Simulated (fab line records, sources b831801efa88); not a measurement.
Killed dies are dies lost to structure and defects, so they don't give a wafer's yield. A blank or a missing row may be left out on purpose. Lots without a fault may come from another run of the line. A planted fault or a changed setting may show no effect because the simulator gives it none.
Which tool did it? | flow gf180mcu | 12 lots, 36 wafers sampled, at 1 step of a route of 602

WHAT THE GAUGES READ, wafer by wafer
GF_V2_OVL_MEAS_15.
lot  | measured     | on         | V2_OVL (nm)
L075 | day 20 15:10 | overlay-02 | 6 -4 2
L077 | day 21 13:22 | overlay-01 | -3 -3 -2
L079 | day 22 08:35 | overlay-01 | -4 1 -3
L081 | day 23 03:50 | overlay-02 | 2 -2 0
L083 | day 23 19:07 | overlay-02 | -2 -8 9
L085 | day 24 14:32 | overlay-02 | -2 -7 -4
L087 | day 24 22:54 | overlay-01 | -1 3 3
L089 | day 25 13:56 | overlay-02 | 10 20 17
L091 | day 26 05:06 | overlay-02 | -9 -8 -7
L093 | day 26 20:14 | overlay-02 | 1 3 6
L095 | day 27 11:07 | overlay-01 | -4 -1 -3
L097 | day 28 03:59 | overlay-01 | 2 13 6

WHICH TOOL RAN EACH LOT (tool, then ch and the chambers of the sampled wafers, then the start)
The record holds no process step before these readings.

THE ANSWER, worked out from the rows above alone
Rule: what is usual is taken from the lots themselves. Put in order of their means at a reading, lots are off if they are a third of the lots or fewer, leave a main group of 4 or more, and stand apart from it by a gap of 3 or more times the standard deviation of the main group's means; of several such gaps the widest counts. A main group whose means are all the same, to the digits that the tables above print for the reading, isn't used. A lot without any number at a reading at which 4 lots or more have one is off too. The other lots that the step has rows for count as sound.
No lot is off at any reading shown: from this, nothing can be told.

WHAT THE SIMULATOR HAD PUT IN
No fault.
